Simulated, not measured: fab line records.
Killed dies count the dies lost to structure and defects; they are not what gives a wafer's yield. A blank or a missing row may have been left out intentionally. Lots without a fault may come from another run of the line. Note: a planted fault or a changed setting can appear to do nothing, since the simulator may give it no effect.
fab line records	flow sky130
record lots=13	wafers=39	last_day=50
route steps=708 shown SONOS_ONO@184 POLY_CUT@316 SD_N@356 CONTACT@410 PAD_OPEN@708
lots that met no fault: from a run of the same line without faults
start_h: hours from the record's opening day to when the first of the lot's shown wafers began	wait_h: hours from the lot's prior step to this one	" repeats the value in the row above	L1.1+2: one row covering several wafers at once	- value missing, or start not given	* or withheld: withheld	< > ~ a bound
route shown NAME@n: NAME is a module with steps in the file, n the number in the route of the first one	usual: the fault-free wafers' mean and standard deviation	same: alike in all rows	chamber/n: place in a boat	sites: per-site readings	_std_site: the standard deviation of these	_edge_site: mean of outer sites minus mean of inner sites	radius_mm: for every site, how far away it sits from the centre of the wafer	mask NAME#n: copy n	behind: the most recent tool/chamber to have shaped the wafer	hold: what put the lot on hold/how long, in hours/how the hold closed	device: names the non-switching transistor (n, p or np)	end of line: tests run on the same wafers once the route is complete	step lacking rows: just its recipe	killed: not the wafer's yield, but the dies lost to structure and defects at the first sort	map: a wafer's dies, marking killed ones x, the rest . and places with no die _
set.NAME: the setting as run; set.NAME@STEP: as run at that earlier step	model.NAME: the simulator's own value behind a step, which no gauge read
one table for each step of the route and one row for each wafer, over a sample of lots
services: a tool's chamber out of use, with start hour (start_h, from the record's first day; less than 0 if before it), hours out, and reason
## steps
# step SKY_SONOS_ONO_WET_ETCH_16
# recipe chemistry=dHF	target_depth_nm=14	dry=n2_spin	target=SiO2	dilution=100:1	temp_c=25	time_s=280
# usual bath_heat_duty_pct=6.1/0.74	run_length_s=308/3.6
lot.wafer	tool	chamber	start_h	wait_h	bath_heat_duty_pct	run_length_s
L425.1	wet_bench-04	1	272.16	0.0	6.0	313
L425.4	"	1	"	"	5.6	313
L425.6	"	1	"	"	5.9	313
L426.1	wet_bench-01	2	282.75	0.0	6.0	313
L426.3	"	2	"	"	5.9	313
L426.5	"	2	"	"	5.4	313
L427.1	wet_bench-03	0	292.05	0.0	5.9	304
L427.2	"	0	"	"	5.4	304
L427.4	"	0	"	"	5.1	304
L428.4	wet_bench-01	0	301.01	0.0	5.2	313
L428.5	"	0	"	"	6.6	313
L428.6	"	0	"	"	6.2	313
L432.1	wet_bench-04	0	339.95	0.0	7.5	315
L432.3	"	0	"	"	6.5	315
L432.5	"	0	"	"	7.7	315
L436.1	wet_bench-01	3	380.16	0.0	-	-
L436.2	"	3	"	"	-	-
L436.3	"	3	"	"	-	-
L437.2	wet_bench-03	1	391.46	0.0	-	-
L437.4	"	1	"	"	-	-
L437.6	"	1	"	"	-	-
L441.1	wet_bench-01	0	411.90	0.0	6.6	305
L441.4	"	0	"	"	7.4	305
L441.6	"	0	"	"	6.7	305
L442.3	wet_bench-01	2	429.36	0.0	6.3	306
L442.5	"	2	"	"	6.6	306
L442.6	"	2	"	"	6.3	306
L444.1	wet_bench-04	3	439.60	0.0	5.6	313
L444.4	"	3	"	"	6.2	313
L444.5	"	3	"	"	6.0	313
L446.2	wet_bench-01	1	456.86	0.0	5.4	305
L446.3	"	1	"	"	5.9	305
L446.4	"	1	"	"	6.1	305
L447.1	wet_bench-04	3	468.36	0.0	6.0	312
L447.5	"	3	"	"	6.0	312
L447.6	"	3	"	"	7.0	312
L448.1	wet_bench-01	1	475.21	0.0	5.9	313
L448.4	"	1	"	"	6.2	313
L448.6	"	1	"	"	5.6	313
# step SKY_POLY_CUT_OVL_MEAS_09
# usual POLY_CUT_OVL=-2/5.7
lot.wafer	tool	chamber	start_h	wait_h	POLY_CUT_OVL[nm]
L425.1	overlay-01	-	545.74	0.1	3
L425.4	"	-	"	"	-4
L425.6	"	-	"	"	-2
L426.1	overlay-02	-	562.39	0.1	1
L426.3	"	-	"	"	-15
L426.5	"	-	"	"	-5
L427.1	overlay-01	-	575.80	0.1	4
L427.2	"	-	"	"	-3
L427.4	"	-	"	"	4
L428.4	overlay-01	-	579.27	0.1	-10
L428.5	"	-	"	"	2
L428.6	"	-	"	"	0
L432.1	overlay-01	-	621.85	0.1	-12
L432.3	"	-	"	"	-8
L432.5	"	-	"	"	-4
L441.1	overlay-01	-	689.69	0.1	0
L441.4	"	-	"	"	-11
L441.6	"	-	"	"	0
L442.3	overlay-01	-	700.56	0.1	-16
L442.5	"	-	"	"	-10
L442.6	"	-	"	"	-2
L444.1	overlay-02	-	711.84	0.1	3
L444.4	"	-	"	"	5
L444.5	"	-	"	"	2
L446.2	overlay-02	-	726.01	0.1	14
L446.3	"	-	"	"	1
L446.4	"	-	"	"	5
L447.1	overlay-02	-	733.90	0.1	-2
L447.5	"	-	"	"	-7
L447.6	"	-	"	"	-3
L448.1	overlay-01	-	743.04	0.1	-3
L448.4	"	-	"	"	5
L448.6	"	-	"	"	-5
# step SKY_SD_N_RTA_14
# recipe temp_c=1075	time_s=2	idle_temp_c=650	ramp_up_c_per_s=150	ramp_down_c_per_s=90	ambient=N2
# usual lamp_power_pct=15.73/0.048	wafer_temp_C_max=1078.1/1.3
lot.wafer	tool	chamber	start_h	wait_h	lamp_power_pct	wafer_temp_C_max
L425.1	rtp_anneal-02	0	628.85	0.0	15.76	1079.0
L425.4	"	0	"	"	15.73	1077.6
L425.6	"	0	"	"	15.80	1079.9
L426.1	rtp_anneal-01	0	646.29	0.0	15.70	1079.8
L426.3	"	0	"	"	15.77	1075.5
L426.5	"	0	"	"	15.75	1078.4
L427.1	rtp_anneal-02	0	659.84	0.0	15.68	1078.8
L427.2	"	0	"	"	15.71	1076.5
L427.4	"	0	"	"	15.73	1077.3
L428.4	rtp_anneal-01	0	662.21	0.0	15.77	1077.5
L428.5	"	0	"	"	15.79	1076.6
L428.6	"	0	"	"	15.74	1079.0
L432.1	rtp_anneal-01	0	703.05	0.0	15.69	1078.5
L432.3	"	0	"	"	15.65	1078.4
L432.5	"	0	"	"	15.71	1078.6
L441.1	rtp_anneal-02	0	772.30	0.0	15.75	1080.2
L441.4	"	0	"	"	15.77	1078.3
L441.6	"	0	"	"	15.74	1080.1
L442.3	rtp_anneal-01	0	783.27	0.0	15.75	1076.7
L442.5	"	0	"	"	15.67	1078.2
L442.6	"	0	"	"	15.72	1080.0
L444.1	rtp_anneal-02	0	794.09	0.0	15.77	1077.7
L444.4	"	0	"	"	15.75	1079.3
L444.5	"	0	"	"	15.73	1078.6
L446.2	rtp_anneal-02	0	808.05	0.0	15.75	1079.1
L446.3	"	0	"	"	15.69	1078.1
L446.4	"	0	"	"	15.78	1077.4
L447.1	rtp_anneal-01	0	816.49	0.0	15.78	1077.2
L447.5	"	0	"	"	15.78	1077.6
L447.6	"	0	"	"	15.70	1078.5
L448.1	rtp_anneal-02	0	825.15	0.0	15.79	1076.6
L448.4	"	0	"	"	15.77	1077.2
L448.6	"	0	"	"	15.73	1078.6
# step SKY_CONTACT_CMP_04
# recipe material=SiO2	down_force_psi=4	platen_rpm=60	pad_velocity_m_s=0.94248
# usual motor_current_A=12.7/1.3	platen_rpm=60.00/0.044	time_to_endpoint_s=82/4.9
lot.wafer	tool	chamber	start_h	wait_h	motor_current_A	platen_rpm	time_to_endpoint_s
L425.1	cmp-02	2	686.72	0.1	12.4	59.98	87
L425.4	"	3	"	"	15.1	59.93	80
L425.6	"	0	"	"	12.5	59.99	87
L426.3	cmp-01	0	704.08	0.0	11.4	59.98	87
L426.1	"	1	"	"	11.3	60.00	85
L426.5	"	0	"	"	11.5	59.95	86
L427.1	cmp-02	1	718.04	0.1	11.9	59.99	80
L427.4	"	2	"	"	12.4	60.01	85
L427.2	"	0	"	"	12.7	60.05	83
L428.4	cmp-01	0	720.56	0.1	11.7	59.99	85
L428.6	"	2	"	"	14.6	60.04	76
L428.5	"	3	"	"	12.9	59.93	76
L432.3	cmp-01	0	760.86	0.0	11.8	60.04	85
L432.1	"	3	"	"	13.2	60.02	75
L432.5	"	1	"	"	11.2	60.08	82
L441.1	cmp-02	2	830.50	0.1	12.4	60.00	87
L441.4	"	0	"	"	12.3	59.99	84
L441.6	"	2	"	"	12.5	60.05	88
L442.3	cmp-02	2	842.46	0.2	12.0	60.01	83
L442.5	"	3	"	"	14.7	60.00	78
L442.6	"	0	"	"	13.2	60.02	80
L444.1	cmp-01	1	853.03	0.1	11.9	59.98	88
L444.4	"	3	"	"	13.7	60.00	83
L444.5	"	0	"	"	11.8	59.97	90
L446.2	cmp-02	1	867.63	0.0	11.0	60.00	74
L446.4	"	3	"	"	14.3	60.04	74
L446.3	"	0	"	"	12.8	59.94	77
L447.1	cmp-01	2	875.37	0.1	15.6	59.99	83
L447.6	"	1	"	"	10.9	59.94	85
L447.5	"	2	"	"	14.4	60.03	86
L448.1	cmp-02	2	884.71	0.1	12.4	60.03	84
L448.4	"	3	"	"	14.3	59.95	78
L448.6	"	2	"	"	12.1	60.02	83
# step SKY_PAD_OPEN_PROBE_99
# usual killed_at_M0_to_M3=43/6.6	killed_at_M4_up=3.2/1.9	killed_at_contacts=25/5.3	killed_at_front_end=16/4.5	killed_at_other=0.3/0.63	killed_dies=87/8.9	killed_on_rim=17/3.7	killed_open=48/7.9	killed_short=39/5.3
# same gross_dies=492	killed_at_back_side=0
lot.wafer	tool	chamber	start_h	wait_h	hold	killed_at_M0_to_M3	killed_at_M4_up	killed_at_contacts	killed_at_front_end	killed_at_other	killed_dies	killed_on_rim	killed_open	killed_short
L425.1	prober-01	-	1064.94	0.1	-	29	1	25	11	0	66	20	31	35
L425.4	prober-01	-	1065.09	0.2	-	44	4	18	14	0	80	17	31	49
L425.6	prober-01	-	1065.19	0.2	-	52	2	26	17	0	97	25	58	38
L426.1	prober-02	-	1077.04	0.1	-	39	6	26	14	0	85	14	36	49
L426.3	prober-02	-	1077.14	0.2	-	46	1	31	13	0	91	24	45	46
L426.5	prober-02	-	1077.24	0.2	-	47	4	21	8	0	80	14	40	40
L427.1	prober-01	-	1087.99	0.1	-	29	5	24	31	0	89	22	45	43
L427.2	prober-01	-	1088.04	0.1	-	38	3	31	21	0	93	18	60	33
L427.4	prober-01	-	1088.14	0.2	-	43	0	33	16	0	92	16	58	32
L428.4	prober-02	-	1089.39	0.2	-	33	1	27	21	0	82	15	41	40
L428.5	prober-02	-	1089.44	0.2	-	41	2	27	17	0	87	14	54	33
L428.6	prober-02	-	1089.49	0.2	-	36	4	23	19	0	82	12	43	39
L432.1	prober-02	-	1118.07	0.1	-	40	4	26	14	0	84	12	46	36
L432.3	prober-02	-	1118.17	0.2	-	43	3	25	14	1	86	19	52	34
L432.5	prober-02	-	1118.27	0.2	-	50	4	20	11	0	85	17	54	31
L436.1	prober-02	-	1148.25	0.1	await_dispo/4.3h/scrap	29	7	34	422	0	492	96	40	45
L436.2	prober-02	-	1148.30	0.1	await_dispo/4.3h/scrap	29	3	29	431	0	492	96	42	29
L436.3	prober-02	-	1148.35	0.2	await_dispo/4.3h/scrap	46	4	28	414	0	492	96	56	42
L437.2	prober-02	-	1154.15	0.1	await_dispo/3.7h/scrap	32	3	8	448	1	492	96	26	30
L437.4	prober-02	-	1154.25	0.2	await_dispo/3.7h/scrap	48	4	17	423	0	492	96	52	37
L437.6	prober-02	-	1154.35	0.2	await_dispo/3.7h/scrap	53	0	19	420	0	492	96	54	34
L441.1	prober-01	-	1172.00	0.1	-	59	5	27	17	0	108	20	58	50
L441.4	prober-01	-	1172.15	0.2	-	42	2	28	17	1	90	17	53	37
L441.6	prober-01	-	1172.25	0.2	-	44	6	24	10	0	84	15	50	34
L442.3	prober-02	-	1175.18	0.2	-	51	6	30	15	0	102	24	62	40
L442.5	prober-02	-	1175.28	0.2	-	46	4	24	18	0	92	20	49	43
L442.6	prober-02	-	1175.33	0.2	-	36	3	23	12	0	74	13	36	38
L444.1	prober-02	-	1179.98	0.1	-	49	1	24	15	0	89	16	47	42
L444.4	prober-02	-	1180.13	0.2	-	52	6	34	14	0	106	18	58	47
L444.5	prober-02	-	1180.18	0.2	-	50	0	27	20	0	97	15	58	37
L446.2	prober-02	-	1189.41	0.1	-	43	4	28	23	0	98	17	56	42
L446.3	prober-02	-	1189.46	0.2	-	42	2	29	27	1	101	16	65	36
L446.4	prober-02	-	1189.51	0.2	-	37	4	19	17	0	77	14	43	34
L447.1	prober-01	-	1193.00	0.1	-	49	2	24	15	0	90	20	48	42
L447.5	prober-01	-	1193.20	0.2	-	38	4	32	15	0	89	15	39	50
L447.6	prober-01	-	1193.25	0.2	-	50	5	22	23	0	100	18	50	50
L448.1	prober-02	-	1201.95	0.1	-	41	5	34	11	0	91	19	51	40
L448.4	prober-02	-	1202.10	0.2	-	50	6	24	9	0	89	15	43	46
L448.6	prober-02	-	1202.20	0.2	-	38	5	31	17	0	91	12	46	45
# killed by level:class
L425.1 CONTACT:geometric_particle:open=8 LI_CONTACT:geometric_particle:open=5 CONTACT:geometric_particle:short=5 METAL2:geometric_particle:short=5 LOCAL_INTERCONNECT:geometric_particle:short=4 VIA1:geometric_particle:short=4 VIA1:geometric_particle:open=4 VIA3:geometric_particle:open=4
L425.4 VIA1:geometric_particle:short=10 VIA2:geometric_particle:open=8 METAL2:geometric_particle:short=8 VIA1:geometric_particle:open=7 FIELD_ISO:geometric_particle:short=5 METAL1:geometric_particle:short=5 LI_CONTACT:geometric_particle:short=4 LI_CONTACT:geometric_particle:open=4
L425.6 VIA2:geometric_particle:open=13 VIA1:geometric_particle:open=10 LI_CONTACT:geometric_particle:open=7 VIA3:geometric_particle:open=7 CONTACT:geometric_particle:open=7 FIELD_ISO:geometric_particle:open=5 LOCAL_INTERCONNECT:geometric_particle:short=5 VIA3:geometric_particle:short=4
L426.1 CONTACT:geometric_particle:open=10 VIA1:geometric_particle:open=9 METAL2:geometric_particle:short=8 LOCAL_INTERCONNECT:geometric_particle:short=7 METAL4:geometric_particle:short=6 VIA2:geometric_particle:open=5 FIELD_ISO:geometric_particle:short=4 POLY_GATE:geometric_particle:short=4
L426.3 CONTACT:geometric_particle:open=10 METAL1:geometric_particle:short=9 VIA1:geometric_particle:open=9 LI_CONTACT:geometric_particle:open=6 LOCAL_INTERCONNECT:geometric_particle:short=6 METAL2:geometric_particle:short=6 VIA2:geometric_particle:open=6 VIA3:geometric_particle:open=6
L426.5 VIA1:geometric_particle:open=8 VIA2:geometric_particle:open=8 METAL2:geometric_particle:short=8 METAL1:geometric_particle:short=7 LOCAL_INTERCONNECT:geometric_particle:short=6 CONTACT:geometric_particle:open=6 POLY_GATE:geometric_particle:short=5 VIA3:geometric_particle:open=5
L427.1 CONTACT:geometric_particle:open=13 FIELD_ISO:geometric_particle:short=9 POLY_GATE:geometric_particle:open=8 FIELD_ISO:geometric_particle:open=6 POLY_GATE:geometric_particle:short=6 LOCAL_INTERCONNECT:geometric_particle:short=6 VIA1:geometric_particle:open=6 METAL2:geometric_particle:short=6
L427.2 CONTACT:geometric_particle:open=14 VIA3:geometric_particle:open=11 FIELD_ISO:geometric_particle:open=8 LI_CONTACT:geometric_particle:open=8 VIA2:geometric_particle:open=7 FIELD_ISO:geometric_particle:short=5 CONTACT:geometric_particle:short=5 LOCAL_INTERCONNECT:geometric_particle:short=4
L427.4 CONTACT:geometric_particle:open=14 VIA1:geometric_particle:open=10 VIA2:geometric_particle:short=7 FIELD_ISO:geometric_particle:open=6 LI_CONTACT:geometric_particle:open=6 CONTACT:geometric_particle:short=6 VIA3:geometric_particle:open=6 VIA2:geometric_particle:open=6
L428.4 CONTACT:geometric_particle:open=12 VIA2:geometric_particle:open=9 FIELD_ISO:geometric_particle:short=8 CONTACT:geometric_particle:short=6 VIA1:geometric_particle:open=5 POLY_GATE:geometric_particle:short=4 LOCAL_INTERCONNECT:geometric_particle:short=4 METAL2:geometric_particle:short=4
L428.5 CONTACT:geometric_particle:open=14 METAL2:geometric_particle:short=7 VIA3:geometric_particle:open=7 VIA2:geometric_particle:open=6 VIA1:geometric_particle:open=6 FIELD_ISO:geometric_particle:open=4 LI_CONTACT:geometric_particle:open=4 FIELD_ISO:geometric_particle:short=3
L428.6 LI_CONTACT:geometric_particle:open=8 VIA1:geometric_particle:open=8 FIELD_ISO:geometric_particle:open=6 VIA1:geometric_particle:short=6 METAL3:geometric_particle:short=6 POLY_GATE:geometric_particle:short=5 CONTACT:geometric_particle:open=5 VIA2:geometric_particle:open=5
L432.1 CONTACT:geometric_particle:open=11 LI_CONTACT:geometric_particle:open=9 VIA1:geometric_particle:short=8 VIA1:geometric_particle:open=8 METAL2:geometric_particle:short=6 POLY_GATE:geometric_particle:short=3 METAL1:geometric_particle:short=3 METAL2:geometric_particle:open=3
L432.3 CONTACT:geometric_particle:open=12 VIA1:geometric_particle:open=10 LI_CONTACT:geometric_particle:open=7 METAL1:geometric_particle:short=7 VIA2:geometric_particle:open=7 FIELD_ISO:geometric_particle:open=6 VIA1:geometric_particle:short=5 VIA3:geometric_particle:open=5
L432.5 CONTACT:geometric_particle:open=10 LI_CONTACT:geometric_particle:open=9 VIA2:geometric_particle:open=9 VIA1:geometric_particle:short=8 VIA3:geometric_particle:open=8 METAL1:geometric_particle:short=6 VIA1:geometric_particle:open=6 METAL3:geometric_particle:short=3
L436.1 SONOS_ONO:area_etch=407 LI_CONTACT:geometric_particle:open=9 CONTACT:geometric_particle:open=9 LOCAL_INTERCONNECT:geometric_particle:short=7 FIELD_ISO:geometric_particle:short=6 CONTACT:geometric_particle:short=6 POLY_GATE:geometric_particle:short=4 VIA3:geometric_particle:short=4
L436.2 SONOS_ONO:area_etch=421 CONTACT:geometric_particle:open=12 VIA1:geometric_particle:open=8 CONTACT:geometric_particle:short=6 LI_CONTACT:geometric_particle:open=5 VIA2:geometric_particle:open=5 VIA3:geometric_particle:open=5 POLY_GATE:geometric_particle:short=4
L436.3 SONOS_ONO:area_etch=394 CONTACT:geometric_particle:open=17 VIA1:geometric_particle:open=12 VIA3:geometric_particle:open=7 FIELD_ISO:geometric_particle:short=6 METAL1:geometric_particle:short=6 FIELD_ISO:geometric_particle:open=5 CONTACT:geometric_particle:short=5
L437.2 SONOS_ONO:area_etch=435 VIA1:geometric_particle:open=8 METAL1:geometric_particle:short=4 METAL2:geometric_particle:short=4 VIA2:geometric_particle:open=4 VIA3:geometric_particle:open=4 SONOS_ONO:geometric_particle:short=3 LI_CONTACT:geometric_particle:open=3
L437.4 SONOS_ONO:area_etch=403 VIA1:geometric_particle:open=13 VIA2:geometric_particle:open=8 LI_CONTACT:geometric_particle:open=7 CONTACT:geometric_particle:open=7 METAL2:geometric_particle:short=5 FIELD_ISO:geometric_particle:open=4 SPACER:geometric_particle:short=4
L437.6 SONOS_ONO:area_etch=404 VIA3:geometric_particle:open=12 VIA1:geometric_particle:open=12 CONTACT:geometric_particle:open=8 POLY_GATE:geometric_particle:open=7 VIA1:geometric_particle:short=6 CONTACT:geometric_particle:short=5 METAL1:geometric_particle:short=4
L441.1 VIA1:geometric_particle:open=11 VIA1:geometric_particle:short=9 VIA3:geometric_particle:open=9 LI_CONTACT:geometric_particle:open=8 VIA2:geometric_particle:open=8 CONTACT:geometric_particle:open=7 METAL1:geometric_particle:short=6 POLY_GATE:geometric_particle:open=5
L441.4 VIA1:geometric_particle:open=11 CONTACT:geometric_particle:open=8 VIA2:geometric_particle:open=7 VIA2:geometric_particle:short=6 LI_CONTACT:geometric_particle:open=6 POLY_GATE:geometric_particle:open=5 CONTACT:geometric_particle:short=5 VIA1:geometric_particle:short=5
L441.6 VIA1:geometric_particle:open=15 CONTACT:geometric_particle:open=10 VIA3:geometric_particle:open=9 METAL4:geometric_particle:short=5 LI_CONTACT:geometric_particle:open=5 VIA3:geometric_particle:short=5 LI_CONTACT:geometric_particle:short=4 CONTACT:geometric_particle:short=4
L442.3 VIA1:geometric_particle:open=17 CONTACT:geometric_particle:open=12 LI_CONTACT:geometric_particle:open=8 METAL1:geometric_particle:short=8 VIA3:geometric_particle:open=5 METAL2:geometric_particle:short=5 METAL2:geometric_particle:open=4 LOCAL_INTERCONNECT:geometric_particle:short=4
L442.5 VIA2:geometric_particle:open=11 CONTACT:geometric_particle:short=7 LOCAL_INTERCONNECT:geometric_particle:short=6 CONTACT:geometric_particle:open=6 VIA1:geometric_particle:open=6 VIA3:geometric_particle:open=6 VIA1:geometric_particle:short=5 METAL1:geometric_particle:short=5
L442.6 CONTACT:geometric_particle:open=7 VIA1:geometric_particle:open=7 VIA2:geometric_particle:open=7 LOCAL_INTERCONNECT:geometric_particle:short=6 LI_CONTACT:geometric_particle:open=5 VIA1:geometric_particle:short=5 VIA2:geometric_particle:short=4 METAL2:geometric_particle:short=4
L444.1 VIA1:geometric_particle:open=15 CONTACT:geometric_particle:open=8 LOCAL_INTERCONNECT:geometric_particle:short=7 LI_CONTACT:geometric_particle:open=6 POLY_GATE:geometric_particle:short=5 METAL1:geometric_particle:short=5 VIA2:geometric_particle:short=4 VIA1:geometric_particle:short=4
L444.4 VIA1:geometric_particle:open=13 LI_CONTACT:geometric_particle:open=10 CONTACT:geometric_particle:open=10 VIA1:geometric_particle:short=8 LOCAL_INTERCONNECT:geometric_particle:short=7 VIA3:geometric_particle:open=7 METAL2:geometric_particle:short=6 VIA2:geometric_particle:open=5
L444.5 VIA3:geometric_particle:open=15 LI_CONTACT:geometric_particle:open=11 VIA1:geometric_particle:open=9 METAL2:geometric_particle:short=8 VIA2:geometric_particle:open=7 CONTACT:geometric_particle:open=6 FIELD_ISO:geometric_particle:short=4 SPACER:geometric_particle:open=4
L446.2 CONTACT:geometric_particle:open=14 VIA1:geometric_particle:open=9 FIELD_ISO:geometric_particle:open=8 LI_CONTACT:geometric_particle:short=6 VIA2:geometric_particle:open=6 METAL2:geometric_particle:short=6 VIA3:geometric_particle:open=6 POLY_GATE:geometric_particle:short=5
L446.3 LI_CONTACT:geometric_particle:open=19 VIA1:geometric_particle:open=12 VIA2:geometric_particle:open=8 VIA3:geometric_particle:open=7 FIELD_ISO:geometric_particle:short=6 POLY_GATE:geometric_particle:short=6 CONTACT:geometric_particle:open=5 VIA1:geometric_particle:short=5
L446.4 VIA1:geometric_particle:open=11 CONTACT:geometric_particle:open=7 FIELD_ISO:geometric_particle:open=6 METAL1:geometric_particle:short=6 LI_CONTACT:geometric_particle:open=5 METAL2:geometric_particle:short=5 VIA2:geometric_particle:open=4 FIELD_ISO:geometric_particle:short=3
L447.1 CONTACT:geometric_particle:open=11 VIA1:geometric_particle:open=11 VIA1:geometric_particle:short=7 LI_CONTACT:geometric_particle:open=6 VIA2:geometric_particle:open=6 VIA2:geometric_particle:short=6 VIA3:geometric_particle:open=6 POLY_GATE:geometric_particle:short=5
L447.5 CONTACT:geometric_particle:open=10 CONTACT:geometric_particle:short=10 VIA1:geometric_particle:open=9 METAL2:geometric_particle:short=6 FIELD_ISO:geometric_particle:short=5 POLY_GATE:geometric_particle:short=5 LI_CONTACT:geometric_particle:open=5 VIA1:geometric_particle:short=5
L447.6 CONTACT:geometric_particle:open=10 VIA1:geometric_particle:short=8 METAL2:geometric_particle:short=7 FIELD_ISO:geometric_particle:open=7 VIA3:geometric_particle:open=7 VIA1:geometric_particle:open=6 FIELD_ISO:geometric_particle:short=5 POLY_GATE:geometric_particle:open=5
L448.1 CONTACT:geometric_particle:open=11 VIA1:geometric_particle:open=11 LI_CONTACT:geometric_particle:open=9 CONTACT:geometric_particle:short=8 VIA2:geometric_particle:open=7 METAL2:geometric_particle:short=6 LOCAL_INTERCONNECT:geometric_particle:short=5 METAL1:geometric_particle:short=5
L448.4 VIA1:geometric_particle:open=11 CONTACT:geometric_particle:open=9 METAL2:geometric_particle:short=8 FIELD_ISO:geometric_particle:short=6 VIA2:geometric_particle:open=6 VIA3:geometric_particle:open=5 CONTACT:geometric_particle:short=5 LI_CONTACT:geometric_particle:open=4
L448.6 CONTACT:geometric_particle:open=15 METAL1:geometric_particle:short=9 LI_CONTACT:geometric_particle:open=7 POLY_GATE:geometric_particle:open=5 METAL4:geometric_particle:short=5 VIA3:geometric_particle:open=4 CONTACT:geometric_particle:short=4 VIA1:geometric_particle:open=4
## services
tool	chamber	start_h	hours	kind
cmp-02	-	285.66	0.5	repair
cmp-02	-	345.78	0.4	repair
cmp-01	-	350.02	1.0	repair
cmp-01	-	379.13	0.7	repair
cmp-02	-	391.70	1.7	repair
cmp-02	-	401.85	1.6	repair
cmp-02	-	404.00	4.0	pm
cmp-01	-	417.52	3.6	repair
cmp-01	-	448.25	1.9	repair
cmp-02	-	451.36	0.5	repair
cmp-01	-	459.46	0.7	repair
cmp-02	-	523.21	4.6	pm
cmp-02	-	533.79	0.5	repair
cmp-02	-	537.17	3.9	repair
cmp-01	-	543.86	5.0	pm
cmp-01	-	572.00	4.0	pm
cmp-02	-	587.34	3.7	repair
cmp-01	-	598.01	1.3	repair
wet_bench-01	-	635.14	3.5	repair
cmp-01	-	662.48	3.4	pm
cmp-02	-	667.86	1.9	repair
cmp-02	-	714.11	1.1	repair
cmp-02	-	744.00	4.0	pm
cmp-02	-	801.70	16.7	pm
## key
first_sign step=SKY_SONOS_ONO_WET_ETCH_16	reading=tool_record	direction=missing
effect step=SKY_PAD_OPEN_PROBE_99	reading=killed_at_front_end	direction=up	sigmas=91	usual=16	struck=426
more_kills_born_at SKY_SONOS_ONO_WET_ETCH_16@wet_bench-03=1242	SKY_SONOS_ONO_WET_ETCH_16@wet_bench-01=1222
met_at SKY_SONOS_ONO_WET_ETCH_16
struck_lots L436,L437
later_rows_left_out L436.1,L436.2,L436.3,L437.2,L437.4,L437.6
tester_left_out L436,L437
not_acting_at SKY_POLY_CUT_OVL_MEAS_09,SKY_SD_N_RTA_14,SKY_CONTACT_CMP_04
onset_between 301.01 380.16
fault kind=skipped_step_whole	tool=wet_bench-01,wet_bench-03	chamber=-	onset_h=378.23	steps=SKY_SONOS_ONO_WET_ETCH_16	scope=struck_lots_only
# tester_left_out: of these lots the tester's yield and bins aren't shown, on N5 and GAA mostly nor the transistor test; their killed dies are dies lost to structure and defects alone, not to doping, threshold or leakage, so they don't give the yield
# later_rows_left_out: the simulator's readings of these wafers behind a module that went badly wrong aren't trusted and aren't shown, but for the sort
